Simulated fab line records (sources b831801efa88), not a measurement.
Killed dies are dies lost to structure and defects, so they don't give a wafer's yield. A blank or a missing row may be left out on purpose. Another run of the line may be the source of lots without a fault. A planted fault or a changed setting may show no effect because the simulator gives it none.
fab line records + flow sky130
record:
- lots: 12
- wafers: 36
- lastDay: 50
route steps=708 shown CONTACT@407 METAL1@438 VIA1@458 PAD_OPEN@708
lots that met no fault: from a run of the same line without faults
startH: hours from the record's first day to the start of the lot's first wafer shown + waitH: how many hours have passed since the lot's step before this one + " same as the row above + L1.1+2: a single row standing in for several wafers + - no value, or no start given + * or withheld: withheld + < > ~ a bound
route shown NAME@n: names a module that has steps shown in the file, with the first one's number in the route + usual: the fault-free wafers' mean and standard deviation + same: alike in all rows + chamber/n: place in a boat + sites: the reading at each site + _std_site: standard deviation across them + _edge_site: outer sites' mean less inner sites' + radiusMm: for every site, how far away it sits from the centre of the wafer + mask NAME#n: copy n + behind: the tool/chamber that last shaped the wafer + hold: why the lot went on hold/how many hours it stayed there/how the hold came to an end + device: transistor that didn't switch, given as n, p or np + end of line: tests run on the same wafers once the route is complete + a step without rows: its recipe alone + killed: the dies lost at the first sort to structure and to defects; this is not the yield of the wafer + map: a wafer's dies, marking killed ones x, the rest . and places with no die _
set.NAME: setting as actually run; set.NAME@STEP: the setting as run at that earlier step + model.NAME: the simulator's own value behind a step, which no gauge read
a sample of lots followed through the steps of the route, with each step as a table and each wafer as a row
services: a tool's chamber out of use, with start hour (startH, from the record's first day; less than 0 if before it), hours out, and reason
== steps ==
step: SKY_CONTACT_THK_MEAS_01
recipe:
- reads: Si3N4_of_CONTACT_CVD_00
usual:
- CONTACT_CVD_00_THK: 74.9/1.2
| lot.wafer | tool         | chamber | startH | waitH | CONTACT_CVD_00_THK[nm] |
|-----------|--------------|---------|--------|-------|------------------------|
| L302.4    | filmMetro-03 | -       | 726.35 | -     | 76.0                   |
| L302.5    | "            | -       | "      | "     | 75.0                   |
| L302.6    | "            | -       | "      | "     | 76.6                   |
| L308.1    | filmMetro-03 | -       | 778.89 | -     | 76.7                   |
| L308.2    | "            | -       | "      | "     | 73.8                   |
| L308.3    | "            | -       | "      | "     | 75.4                   |
| L309.1    | filmMetro-01 | -       | 779.16 | -     | 73.0                   |
| L309.4    | "            | -       | "      | "     | 75.1                   |
| L309.6    | "            | -       | "      | "     | 73.4                   |
| L310.1    | filmMetro-02 | -       | 794.20 | -     | 71.9                   |
| L310.3    | "            | -       | "      | "     | 73.9                   |
| L310.4    | "            | -       | "      | "     | 73.1                   |
| L311.2    | filmMetro-02 | -       | 801.25 | -     | 76.2                   |
| L311.3    | "            | -       | "      | "     | 73.9                   |
| L311.4    | "            | -       | "      | "     | 77.7                   |
| L312.3    | filmMetro-03 | -       | 806.17 | -     | 73.6                   |
| L312.4    | "            | -       | "      | "     | 74.6                   |
| L312.6    | "            | -       | "      | "     | 75.1                   |
| L314.3    | filmMetro-03 | -       | 816.01 | -     | 73.4                   |
| L314.5    | "            | -       | "      | "     | 76.8                   |
| L314.6    | "            | -       | "      | "     | 76.0                   |
| L316.2    | filmMetro-01 | -       | 837.73 | -     | 74.5                   |
| L316.5    | "            | -       | "      | "     | 75.8                   |
| L316.6    | "            | -       | "      | "     | 73.5                   |
| L318.1    | filmMetro-03 | -       | 849.62 | -     | 72.6                   |
| L318.5    | "            | -       | "      | "     | 76.2                   |
| L318.6    | "            | -       | "      | "     | 75.7                   |
| L319.2    | filmMetro-03 | -       | 854.47 | -     | 73.2                   |
| L319.3    | "            | -       | "      | "     | 74.6                   |
| L319.5    | "            | -       | "      | "     | 75.0                   |
| L320.3    | filmMetro-03 | -       | 863.24 | -     | 75.6                   |
| L320.5    | "            | -       | "      | "     | 74.8                   |
| L320.6    | "            | -       | "      | "     | 73.7                   |
| L321.1    | filmMetro-03 | -       | 872.03 | -     | 74.9                   |
| L321.2    | "            | -       | "      | "     | 74.9                   |
| L321.6    | "            | -       | "      | "     | 75.8                   |
step: SKY_METAL1_SPUTTER_04
recipe:
- material: TiN
- targetThkNm: 70
- powerW: 6500
- timeS: 58.3
- chamberPressurePa: 0.4
usual:
- throttleValvePct: 29.4/1.3
| lot.wafer | tool          | chamber | startH | waitH | throttleValvePct |
|-----------|---------------|---------|--------|-------|------------------|
| L302.4    | pvdSputter-02 | -       | 755.93 | 0.0   | 29.2             |
| L302.5    | "             | -       | "      | "     | 30.7             |
| L302.6    | "             | -       | "      | "     | 27.7             |
| L308.1    | pvdSputter-04 | -       | 807.03 | 0.0   | 30.1             |
| L308.2    | "             | -       | "      | "     | 27.6             |
| L308.3    | "             | -       | "      | "     | 28.9             |
| L309.1    | pvdSputter-02 | -       | 807.41 | 0.0   | 29.6             |
| L309.4    | "             | -       | "      | "     | 30.6             |
| L309.6    | "             | -       | "      | "     | 27.5             |
| L310.1    | pvdSputter-02 | -       | 823.14 | 0.0   | 27.5             |
| L310.3    | "             | -       | "      | "     | 30.8             |
| L310.4    | "             | -       | "      | "     | 29.3             |
| L311.2    | pvdSputter-02 | -       | 830.35 | 0.0   | 30.9             |
| L311.3    | "             | -       | "      | "     | 27.2             |
| L311.4    | "             | -       | "      | "     | 29.3             |
| L312.3    | pvdSputter-03 | -       | 833.88 | 0.0   | 31.2             |
| L312.4    | "             | -       | "      | "     | 32.4             |
| L312.6    | "             | -       | "      | "     | 31.2             |
| L314.3    | pvdSputter-02 | -       | 844.59 | 0.0   | 30.0             |
| L314.5    | "             | -       | "      | "     | 29.4             |
| L314.6    | "             | -       | "      | "     | 27.3             |
| L316.2    | pvdSputter-03 | -       | 865.70 | 0.0   | 29.4             |
| L316.5    | "             | -       | "      | "     | 29.7             |
| L316.6    | "             | -       | "      | "     | 29.2             |
| L318.1    | pvdSputter-02 | -       | 876.98 | 0.0   | 31.2             |
| L318.5    | "             | -       | "      | "     | 27.6             |
| L318.6    | "             | -       | "      | "     | 29.3             |
| L319.2    | pvdSputter-04 | -       | 882.92 | 0.0   | 27.4             |
| L319.3    | "             | -       | "      | "     | 30.0             |
| L319.5    | "             | -       | "      | "     | 29.1             |
| L320.3    | pvdSputter-04 | -       | 891.77 | 0.0   | 27.5             |
| L320.5    | "             | -       | "      | "     | 30.2             |
| L320.6    | "             | -       | "      | "     | 28.7             |
| L321.1    | pvdSputter-02 | -       | 899.34 | 0.0   | 31.0             |
| L321.2    | "             | -       | "      | "     | 30.1             |
| L321.6    | "             | -       | "      | "     | 30.1             |
step: SKY_METAL1_CD_MEAS_15
recipe:
- targetCdNm: 140
usual:
- cdNm: 139.5/1.8
| lot.wafer | tool     | chamber | startH | waitH | cdNm  |
|-----------|----------|---------|--------|-------|-------|
| L302.4    | cdSem-01 | -       | 782.55 | -     | 139.0 |
| L302.5    | "        | -       | "      | "     | 138.7 |
| L302.6    | "        | -       | "      | "     | 138.9 |
| L308.1    | cdSem-01 | -       | 833.88 | -     | 138.9 |
| L308.2    | "        | -       | "      | "     | 137.9 |
| L308.3    | "        | -       | "      | "     | 138.7 |
| L309.1    | cdSem-01 | -       | 834.23 | -     | 139.9 |
| L309.4    | "        | -       | "      | "     | 138.7 |
| L309.6    | "        | -       | "      | "     | 139.3 |
| L310.1    | cdSem-01 | -       | 849.02 | -     | 139.8 |
| L310.3    | "        | -       | "      | "     | 140.9 |
| L310.4    | "        | -       | "      | "     | 140.4 |
| L311.2    | cdSem-01 | -       | 856.09 | -     | 137.8 |
| L311.3    | "        | -       | "      | "     | 137.9 |
| L311.4    | "        | -       | "      | "     | 136.6 |
| L312.3    | cdSem-01 | -       | 860.03 | -     | 140.2 |
| L312.4    | "        | -       | "      | "     | 140.5 |
| L312.6    | "        | -       | "      | "     | 138.5 |
| L314.3    | cdSem-01 | -       | 870.33 | -     | 141.1 |
| L314.5    | "        | -       | "      | "     | 140.5 |
| L314.6    | "        | -       | "      | "     | 143.2 |
| L316.2    | cdSem-01 | -       | 891.70 | -     | 140.2 |
| L316.5    | "        | -       | "      | "     | 140.7 |
| L316.6    | "        | -       | "      | "     | 139.9 |
| L318.1    | cdSem-01 | -       | 902.23 | -     | 140.7 |
| L318.5    | "        | -       | "      | "     | 141.3 |
| L318.6    | "        | -       | "      | "     | 140.5 |
| L319.2    | cdSem-02 | -       | 908.25 | -     | 137.9 |
| L319.3    | "        | -       | "      | "     | 140.3 |
| L319.5    | "        | -       | "      | "     | 139.3 |
| L320.3    | cdSem-01 | -       | 916.72 | -     | 140.4 |
| L320.5    | "        | -       | "      | "     | 140.4 |
| L320.6    | "        | -       | "      | "     | 140.6 |
| L321.1    | cdSem-01 | -       | 924.28 | -     | 137.1 |
| L321.2    | "        | -       | "      | "     | 138.9 |
| L321.6    | "        | -       | "      | "     | 137.6 |
step: SKY_VIA1_HDPCVD_00
recipe:
- material: SiO2
- targetThkNm: 1030
- sigmaOpenFrac: 0.3
- timeS: 171.7
- tempC: 400
- sih4FlowSccm: 60
- pressureMtorr: 6
usual:
- pressureMtorr: 6.000/0.013
- runLengthS: 199.6/0.45
| lot.wafer | tool      | chamber | startH | waitH | pressureMtorr | runLengthS |
|-----------|-----------|---------|--------|-------|---------------|------------|
| L302.4    | hdpcvd-01 | 1       | 783.49 | 0.1   | 6.015         | 199.1      |
| L302.5    | "         | 0       | "      | "     | 5.987         | 199.4      |
| L302.6    | "         | 2       | "      | "     | 5.989         | 199.9      |
| L308.1    | hdpcvd-02 | 1       | 834.87 | 0.0   | 6.001         | 200.1      |
| L308.2    | "         | 0       | "      | "     | 6.012         | 199.5      |
| L308.3    | "         | 2       | "      | "     | 6.014         | 199.1      |
| L309.1    | hdpcvd-01 | 0       | 835.22 | 0.0   | 6.004         | 199.0      |
| L309.4    | "         | 0       | "      | "     | 5.992         | 200.1      |
| L309.6    | "         | 2       | "      | "     | 5.994         | 199.9      |
| L310.1    | hdpcvd-01 | 0       | 850.11 | 0.0   | 6.009         | 199.2      |
| L310.3    | "         | 1       | "      | "     | 5.990         | 199.7      |
| L310.4    | "         | 0       | "      | "     | 5.999         | 199.2      |
| L311.2    | hdpcvd-01 | 2       | 857.07 | 0.0   | 5.977         | 201.0      |
| L311.3    | "         | 1       | "      | "     | 6.001         | 199.1      |
| L311.4    | "         | 2       | "      | "     | 5.992         | 200.2      |
| L312.3    | hdpcvd-02 | 2       | 861.39 | 0.0   | 5.993         | 199.4      |
| L312.4    | "         | 1       | "      | "     | 6.003         | 199.6      |
| L312.6    | "         | 2       | "      | "     | 6.001         | 199.5      |
| L314.3    | hdpcvd-02 | 1       | 871.60 | 0.0   | 6.008         | 199.8      |
| L314.5    | "         | 0       | "      | "     | 5.990         | 199.2      |
| L314.6    | "         | 1       | "      | "     | 6.019         | 199.7      |
| L316.2    | hdpcvd-01 | 1       | 892.61 | 0.0   | 6.005         | 198.9      |
| L316.5    | "         | 1       | "      | "     | 5.987         | 199.3      |
| L316.6    | "         | 0       | "      | "     | 5.990         | 199.1      |
| L318.1    | hdpcvd-02 | 2       | 903.16 | 0.0   | 6.008         | 199.8      |
| L318.5    | "         | 1       | "      | "     | 5.995         | 200.1      |
| L318.6    | "         | 2       | "      | "     | 6.003         | 199.2      |
| L319.2    | hdpcvd-02 | 2       | 909.20 | 0.0   | -             | -          |
| L319.3    | "         | 1       | "      | "     | -             | -          |
| L319.5    | "         | 2       | "      | "     | -             | -          |
| L320.3    | hdpcvd-02 | 1       | 917.65 | 0.0   | -             | -          |
| L320.5    | "         | 0       | "      | "     | -             | -          |
| L320.6    | "         | 1       | "      | "     | -             | -          |
| L321.1    | hdpcvd-02 | 2       | 925.30 | 0.0   | -             | -          |
| L321.2    | "         | 0       | "      | "     | -             | -          |
| L321.6    | "         | 2       | "      | "     | -             | -          |
step: SKY_VIA1_ETCH_15
recipe:
- target: SiO2
- chemistry: C4F8/O2/Ar
- targetDepthNm: 351
- stopOn: TiN
- maskMaterial: KrF-thick
- sourceW: 1500
- biasW: 1200
- pressureMtorr: 40
- c4f8FlowSccm: withheld
- O2_flow_sccm: 6
- Ar_flow_sccm: 300
- timeS: 54
usual:
- oesProductAu: 0.979/0.0071
- rfFwdPowerW: 1486/5.5
| lot.wafer | tool       | chamber | startH | waitH | oesProductAu | rfFwdPowerW | rfHoursCounterH |
|-----------|------------|---------|--------|-------|--------------|-------------|-----------------|
| L302.4    | rieDiel-01 | 1       | 810.01 | 0.0   | 0.973        | 1485        | 13              |
| L302.5    | "          | 3       | "      | "     | 0.982        | 1490        | -               |
| L302.6    | "          | 2       | "      | "     | 0.981        | 1498        | -               |
| L308.1    | rieDiel-02 | 2       | 861.08 | 0.0   | 0.974        | 1484        | 1               |
| L308.2    | "          | 3       | "      | "     | 0.982        | 1488        | 5               |
| L308.3    | "          | 1       | "      | "     | 0.978        | 1474        | 10              |
| L309.1    | rieDiel-04 | 1       | 861.43 | 0.0   | 0.984        | 1487        | 14              |
| L309.4    | "          | 3       | "      | "     | 0.969        | 1487        | 10              |
| L309.6    | "          | 3       | "      | "     | 0.978        | 1481        | -               |
| L310.1    | rieDiel-02 | 0       | 876.26 | 0.0   | 0.988        | 1481        | 5               |
| L310.3    | "          | 2       | "      | "     | 0.980        | 1486        | 2               |
| L310.4    | "          | 1       | "      | "     | 0.973        | 1486        | 10              |
| L311.2    | rieDiel-04 | 2       | 883.43 | 0.0   | 0.973        | 1493        | 22              |
| L311.3    | "          | 3       | "      | "     | 0.975        | 1476        | 11              |
| L311.4    | "          | 2       | "      | "     | 0.987        | 1485        | -               |
| L312.3    | rieDiel-02 | 1       | 888.73 | 0.0   | 0.975        | 1483        | 11              |
| L312.4    | "          | 2       | "      | "     | 0.982        | 1482        | 2               |
| L312.6    | "          | 2       | "      | "     | 0.984        | 1476        | -               |
| L314.3    | rieDiel-02 | 2       | 897.72 | 0.0   | 0.977        | 1482        | 2               |
| L314.5    | "          | 3       | "      | "     | 0.975        | 1492        | -               |
| L314.6    | "          | 2       | "      | "     | 0.985        | 1480        | -               |
| L316.2    | rieDiel-02 | 2       | 918.32 | 0.0   | 0.978        | 1487        | 3               |
| L316.5    | "          | 1       | "      | "     | 0.976        | 1481        | -               |
| L316.6    | "          | 0       | "      | "     | 0.982        | 1488        | -               |
| L318.1    | rieDiel-04 | 2       | 928.23 | 0.0   | 0.979        | 1496        | 23              |
| L318.5    | "          | 2       | "      | "     | 0.975        | 1485        | -               |
| L318.6    | "          | 1       | "      | "     | 0.976        | 1490        | -               |
| L319.2    | rieDiel-04 | 1       | 934.72 | 0.0   | 0.364        | 1493        | 16              |
| L319.3    | "          | 0       | "      | "     | 0.378        | 1477        | 1               |
| L319.5    | "          | 0       | "      | "     | 0.375        | 1476        | -               |
| L320.3    | rieDiel-01 | 0       | 943.32 | 0.0   | 0.380        | 1479        | 7               |
| L320.5    | "          | 0       | "      | "     | 0.371        | 1482        | -               |
| L320.6    | "          | 3       | "      | "     | 0.376        | 1483        | -               |
| L321.1    | rieDiel-01 | 0       | 950.12 | 0.0   | 0.382        | 1489        | 7               |
| L321.2    | "          | 1       | "      | "     | 0.374        | 1486        | 17              |
| L321.6    | "          | 2       | "      | "     | 0.376        | 1485        | -               |
step: SKY_PAD_OPEN_PROBE_99
usual:
- defectLimitedYield: 82.9/2.2
- killed_at_M0_to_M3: 42/7
- killed_at_M4_up: 2.8/1.8
- killedAtContacts: 24/5.8
- killedAtFrontEnd: 15/4.8
- killedAtOther: 0.3/0.56
- killedDies: 84/11
- killedOnRim: 17/4.2
- killedOpen: 46/7.8
- killedShort: 38/6.3
- sort_bin_3_pad_short: 0.8/0.43
- sort_bin_5_function: 10.2/1.6
- sort_bin_6_memory: 6.0/1.1
- sortNPass: 408/11
- sortYieldPct: 82.9/2.2
same:
- grossDies: 492
- killedAtBackSide: 0
- sort_bin_4_leakage[%]: 0
- sort_bin_8_speed[%]: 0
| lot.wafer | tool      | chamber | startH  | waitH | defectLimitedYield[%] | killed_at_M0_to_M3 | killed_at_M4_up | killedAtContacts | killedAtFrontEnd | killedAtOther | killedDies | killedOnRim | killedOpen | killedShort | sort_bin_3_pad_short[%] | sort_bin_5_function[%] | sort_bin_6_memory[%] | sortNPass | sortYieldPct[%] |
|-----------|-----------|---------|---------|-------|-----------------------|--------------------|-----------------|------------------|------------------|---------------|------------|-------------|------------|-------------|-------------------------|------------------------|----------------------|-----------|-----------------|
| L314.3    | prober-01 | -       | 1157.71 | 0.2   | 83.7                  | 37                 | 2               | 30               | 9                | 2             | 80         | 18          | 49         | 31          | 0.6                     | 9.6                    | 6.1                  | 412       | 83.7            |
| L314.5    | prober-01 | -       | 1157.81 | 0.2   | 82.5                  | 46                 | 5               | 21               | 12               | 2             | 86         | 18          | 46         | 38          | 1.2                     | 9.8                    | 6.5                  | 406       | 82.5            |
| L314.6    | prober-01 | -       | 1157.86 | 0.2   | 81.7                  | 43                 | 1               | 30               | 15               | 1             | 90         | 19          | 52         | 37          | 1.0                     | 12.0                   | 5.3                  | 402       | 81.7            |
| L316.2    | prober-01 | -       | 1170.64 | 0.1   | 80.7                  | 47                 | 4               | 30               | 14               | 0             | 95         | 22          | 47         | 47          | 1.8                     | 12.4                   | 5.1                  | 397       | 80.7            |
| L316.5    | prober-01 | -       | 1170.79 | 0.2   | 83.5                  | 39                 | 2               | 24               | 16               | 0             | 81         | 11          | 41         | 40          | 0.8                     | 9.8                    | 5.9                  | 411       | 83.5            |
| L316.6    | prober-01 | -       | 1170.84 | 0.2   | 86.2                  | 40                 | 2               | 16               | 10               | 0             | 68         | 7           | 38         | 29          | 0.6                     | 7.5                    | 5.7                  | 424       | 86.2            |
| L319.2    | prober-02 | -       | 1182.40 | 0.1   | 0                     | 482                | 0               | 4                | 6                | 0             | 492        | 96          | 12         | 5           | 26.6                    | 69.3                   | 4.1                  | 0         | 0               |
| L319.3    | prober-02 | -       | 1182.45 | 0.2   | 0                     | 483                | 0               | 6                | 3                | 0             | 492        | 96          | 9          | 4           | 24.4                    | 71.7                   | 3.9                  | 0         | 0               |
| L319.5    | prober-02 | -       | 1182.55 | 0.2   | 0                     | 477                | 0               | 8                | 7                | 0             | 492        | 96          | 14         | 5           | 24.2                    | 73.0                   | 2.8                  | 0         | 0               |
| L320.3    | prober-01 | -       | 1187.31 | 0.2   | 0                     | 485                | 0               | 6                | 1                | 0             | 492        | 96          | 8          | 6           | 22.2                    | 73.8                   | 4.1                  | 0         | 0               |
| L320.5    | prober-01 | -       | 1187.41 | 0.2   | 0                     | 477                | 2               | 7                | 6                | 0             | 492        | 96          | 6          | 14          | 22.6                    | 75.8                   | 1.6                  | 0         | 0               |
| L320.6    | prober-01 | -       | 1187.46 | 0.2   | 0                     | 484                | 0               | 2                | 6                | 0             | 492        | 96          | 8          | 6           | 26.8                    | 68.3                   | 4.9                  | 0         | 0               |
| L321.1    | prober-02 | -       | 1192.16 | 0.1   | 0                     | 479                | 0               | 10               | 3                | 0             | 492        | 96          | 10         | 13          | 27.2                    | 71.3                   | 1.4                  | 0         | 0               |
| L321.2    | prober-02 | -       | 1192.21 | 0.1   | 0                     | 482                | 0               | 4                | 6                | 0             | 492        | 96          | 8          | 6           | 22.2                    | 74.2                   | 3.7                  | 0         | 0               |
| L321.6    | prober-02 | -       | 1192.41 | 0.2   | 0                     | 483                | 2               | 3                | 4                | 0             | 492        | 96          | 10         | 6           | 24.4                    | 71.5                   | 4.1                  | 0         | 0               |
killed by level:class
L314.3 CONTACT:geometricParticle:open=12 VIA1:geometricParticle:open=9 LI_CONTACT:geometricParticle:open=8 VIA3:geometricParticle:open=7 CONTACT:geometricParticle:short=6 VIA1:geometricParticle:short=5 POLY_GATE:geometricParticle:short=3 METAL1:geometricParticle:short=3
L314.5 VIA1:geometricParticle:open=15 VIA2:geometricParticle:open=9 VIA3:geometricParticle:open=6 CONTACT:geometricParticle:short=5 CONTACT:geometricParticle:open=5 LOCAL_INTERCONNECT:geometricParticle:short=4 LI_CONTACT:geometricParticle:short=3 LI_CONTACT:geometricParticle:open=3
L314.6 VIA1:geometricParticle:open=13 LI_CONTACT:geometricParticle:open=10 LOCAL_INTERCONNECT:geometricParticle:short=7 FIELD_ISO:geometricParticle:open=6 CONTACT:geometricParticle:short=6 CONTACT:geometricParticle:open=6 METAL1:geometricParticle:short=6 VIA3:geometricParticle:open=6
L316.2 VIA1:geometricParticle:open=14 LOCAL_INTERCONNECT:geometricParticle:short=10 CONTACT:geometricParticle:open=9 VIA2:geometricParticle:short=6 LI_CONTACT:geometricParticle:open=6 VIA3:geometricParticle:open=6 METAL2:geometricParticle:short=5 FIELD_ISO:geometricParticle:short=3
L316.5 CONTACT:geometricParticle:open=8 VIA1:geometricParticle:open=8 LOCAL_INTERCONNECT:geometricParticle:short=6 VIA2:geometricParticle:open=6 POLY_GATE:geometricParticle:open=5 POLY_GATE:geometricParticle:short=5 METAL1:geometricParticle:short=5 VIA3:geometricParticle:open=5
L316.6 VIA1:geometricParticle:open=11 CONTACT:geometricParticle:short=7 LI_CONTACT:geometricParticle:open=5 VIA1:geometricParticle:short=5 VIA3:geometricParticle:open=5 VIA3:geometricParticle:short=4 METAL2:geometricParticle:short=4 SPACER:geometricParticle:open=3
L319.2 VIA1:lostPattern=474 POLY_GATE:geometricParticle:open=3 LI_CONTACT:geometricParticle:open=2 CONTACT:geometricParticle:short=2 VIA2:geometricParticle:open=2 FIELD_ISO:geometricParticle:open=1 POLY_GATE:geometricParticle:short=1 SPACER:geometricParticle:open=1
L319.3 VIA1:lostPattern=476 VIA1:areaHdpcvd=3 CONTACT:geometricParticle:open=2 VIA3:geometricParticle:open=2 FIELD_ISO:geometricParticle:short=1 FIELD_ISO:geometricParticle:open=1 POLY_GATE:geometricParticle:open=1 LI_CONTACT:geometricParticle:open=1
L319.5 VIA1:lostPattern=469 FIELD_ISO:geometricParticle:open=4 VIA1:areaHdpcvd=4 POLY_GATE:geometricParticle:open=2 LI_CONTACT:geometricParticle:open=2 CONTACT:geometricParticle:open=2 VIA3:geometricParticle:open=2 POLY_GATE:geometricParticle:short=1
L320.3 VIA1:lostPattern=475 CONTACT:geometricParticle:open=3 VIA1:areaHdpcvd=3 METAL2:geometricParticle:short=2 VIA2:geometricParticle:short=2 FIELD_ISO:geometricParticle:short=1 LI_CONTACT:geometricParticle:open=1 LOCAL_INTERCONNECT:geometricParticle:open=1
L320.5 VIA1:lostPattern=470 LOCAL_INTERCONNECT:geometricParticle:short=4 POLY_GATE:geometricParticle:open=3 FIELD_ISO:geometricParticle:short=2 VIA1:areaHdpcvd=2 POLY_GATE:geometricParticle:short=1 LI_CONTACT:geometricParticle:short=1 CONTACT:geometricParticle:short=1
L320.6 VIA1:lostPattern=476 FIELD_ISO:geometricParticle:open=2 VIA1:geometricParticle:open=2 VIA1:areaHdpcvd=2 FIELD_ISO:geometricParticle:short=1 POLY_GATE:geometricParticle:open=1 POLY_GATE:geometricParticle:short=1 SPACER:geometricParticle:short=1
L321.1 VIA1:lostPattern=467 CONTACT:geometricParticle:open=3 POLY_GATE:geometricParticle:short=2 LI_CONTACT:geometricParticle:open=2 LI_CONTACT:geometricParticle:short=2 CONTACT:geometricParticle:short=2 VIA1:areaHdpcvd=2 FIELD_ISO:geometricParticle:open=1
L321.2 VIA1:lostPattern=474 CONTACT:geometricParticle:open=3 VIA1:areaHdpcvd=3 POLY_CUT:geometricParticle:open=2 VIA1:geometricParticle:short=2 FIELD_ISO:geometricParticle:short=1 POLY_GATE:geometricParticle:open=1 SPACER:geometricParticle:short=1
L321.6 VIA1:lostPattern=474 METAL4:geometricParticle:short=2 POLY_GATE:geometricParticle:open=2 LI_CONTACT:geometricParticle:open=2 METAL3:geometricParticle:short=2 VIA3:geometricParticle:open=2 VIA1:areaHdpcvd=2 FIELD_ISO:geometricParticle:open=1
== services ==
| tool          | chamber | startH | hours | kind   |
|---------------|---------|--------|-------|--------|
| rieDiel-04    | 1       | 743.46 | 4.8   | repair |
| rieDiel-04    | 3       | 746.01 | 5.6   | repair |
| rieDiel-01    | 2       | 749.32 | 10.4  | repair |
| pvdSputter-02 | -       | 750.97 | 4.7   | repair |
| rieDiel-01    | -       | 759.41 | 0.7   | repair |
| rieDiel-01    | 2       | 759.84 | 1.7   | repair |
| pvdSputter-02 | -       | 761.26 | 8.3   | repair |
| rieDiel-01    | 1       | 767.06 | 5.5   | repair |
| rieDiel-01    | -       | 803.53 | 0.2   | repair |
| rieDiel-02    | 3       | 806.26 | 4.5   | repair |
| rieDiel-04    | -       | 807.03 | 14.6  | pm     |
| pvdSputter-04 | -       | 826.72 | 8.1   | repair |
| rieDiel-04    | 0       | 835.25 | 19.0  | repair |
| rieDiel-02    | 0       | 839.65 | 5.1   | repair |
| pvdSputter-04 | -       | 857.37 | 13.4  | repair |
| pvdSputter-02 | -       | 887.76 | 7.1   | repair |
| pvdSputter-04 | -       | 896.00 | 9.3   | repair |
| pvdSputter-04 | -       | 896.28 | 6.1   | repair |
| hdpcvd-01     | -       | 898.22 | 0.7   | repair |
| pvdSputter-04 | -       | 898.52 | 14.9  | repair |
| rieDiel-01    | 2       | 899.05 | 6.9   | repair |
| rieDiel-02    | 2       | 930.38 | 1.9   | repair |
| hdpcvd-02     | -       | 936.17 | 1.1   | repair |
| pvdSputter-02 | -       | 943.68 | 0.5   | repair |
== key ==
firstSign:
- step: SKY_VIA1_HDPCVD_00
- reading: toolRecord
- direction: missing
effect:
- step: SKY_VIA1_ETCH_15
- reading: oesProductAu
- direction: down
- sigmas: 85
- usual: 0.979
- struck: 0.375
effect:
- step: SKY_PAD_OPEN_PROBE_99
- reading: killed_at_M0_to_M3
- direction: up
- sigmas: 63
- usual: 42
- struck: 481
metAt SKY_VIA1_HDPCVD_00
struckLots L319,L320,L321
laterRowsLeftOut L319.2,L319.3,L319.5,L320.3,L320.5,L320.6,L321.1,L321.2,L321.6
notActingAt SKY_CONTACT_THK_MEAS_01,SKY_METAL1_SPUTTER_04,SKY_METAL1_CD_MEAS_15
onsetBetween 903.16 909.20
fault:
- kind: skippedStepWhole
- tool: hdpcvd-02
- chamber: -
- onsetH: 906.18
- steps: SKY_VIA1_HDPCVD_00
- scope: struckLotsOnly
laterRowsLeftOut: the simulator's readings of these wafers behind a module that went badly wrong aren't trusted and aren't shown, but for the sort
